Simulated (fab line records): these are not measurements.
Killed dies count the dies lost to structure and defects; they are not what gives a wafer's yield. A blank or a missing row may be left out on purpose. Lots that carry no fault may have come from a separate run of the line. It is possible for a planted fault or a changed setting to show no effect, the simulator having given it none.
The tool behind it: which one? | flow sky130 | 33 wafers from 11 lots sampled at 2 of the route's 708 steps

== WHAT THE GAUGES READ, wafer by wafer ==
SKY_METAL4_CD_MEAS_13: the cd target is 300 nm.
lot  | measured     | on        | cd_nm (nm)
L260 | day 41 20:16 | cd_sem-01 | 299.3 297.4 298.1
L262 | day 42 11:36 | cd_sem-01 | 300.3 299.8 299.2
L266 | day 43 22:44 | cd_sem-01 | 299.7 297.7 300.0
L270 | day 45 03:43 | cd_sem-02 | 297.9 298.1 297.2
L272 | day 45 09:32 | cd_sem-01 | 300.1 302.1 302.0
L275 | day 46 07:14 | cd_sem-01 | 301.3 300.8 300.2
L276 | day 46 14:23 | cd_sem-01 | 297.1 299.5 298.3
L277 | day 46 17:55 | cd_sem-02 | 300.5 300.5 299.7
L279 | day 47 01:05 | cd_sem-02 | 300.0 299.4 300.9
L281 | day 47 11:50 | cd_sem-01 | 302.7 302.5 302.5
L282 | day 47 23:59 | cd_sem-02 | 302.3 302.4 301.3

== EACH LOT AND THE TOOL THAT RAN IT (in order: tool; ch and the chambers of the sampled wafers; start) ==
lot  | SKY_METAL4_SPUTTER_03
L260 | pvd_sputter-03, day 39 20:08
L262 | pvd_sputter-04, day 40 11:37
L266 | pvd_sputter-02, day 42 00:59
L270 | pvd_sputter-04, day 43 06:23
L272 | pvd_sputter-02, day 43 12:26
L275 | pvd_sputter-04, day 44 11:38
L276 | pvd_sputter-04, day 44 20:10
L277 | pvd_sputter-04, day 45 01:41
L279 | pvd_sputter-02, day 45 07:20
L281 | pvd_sputter-04, day 45 19:08
L282 | pvd_sputter-04, day 46 08:59
- SKY_METAL4_SPUTTER_03: material Ti, target thk 5 nm, time 3.3 s.

== WHAT THE TOOLS THEMSELVES READ (means of the sampled wafers that have a number; where no wafer has one, the mark that the record gives instead) ==
SKY_METAL4_SPUTTER_03.
lot  | tool           | throttle_valve_pct (%)
L260 | pvd_sputter-03 | 28.7
L262 | pvd_sputter-04 | 29.6
L266 | pvd_sputter-02 | 30.6
L270 | pvd_sputter-04 | 29.5
L272 | pvd_sputter-02 | 30.0
L275 | pvd_sputter-04 | 28.6
L276 | pvd_sputter-04 | 29.6
L277 | pvd_sputter-04 | 30.2
L279 | pvd_sputter-02 | 30.0
L281 | pvd_sputter-04 | 30.1
L282 | pvd_sputter-04 | 30.2

== THE ANSWER, worked out from the rows above alone ==
Rule: usual is defined by the lots themselves. The widest of any qualifying gaps counts: lots, ordered by their means at a reading, are off when they make up no more than a third of the lots, leave a main group of 4 or more, and stand apart from it by 3 or more times the standard deviation of that group's means. If all means in a main group match to the digits the tables above print for the reading, that group is not used. Also off: a lot with no number at a reading for which 4 or more lots have one. Any other lot the step has rows for is counted as sound. First the gauges in route order, then the tools' own readings, where a lot's mean is used as printed above. The first step at which some lot is off is used, and at that step the reading that is off furthest; a lot without a number counts as furthest.
No lot is off at any reading shown: from this, nothing can be told.

== WHAT THE SIMULATOR PUT IN ==
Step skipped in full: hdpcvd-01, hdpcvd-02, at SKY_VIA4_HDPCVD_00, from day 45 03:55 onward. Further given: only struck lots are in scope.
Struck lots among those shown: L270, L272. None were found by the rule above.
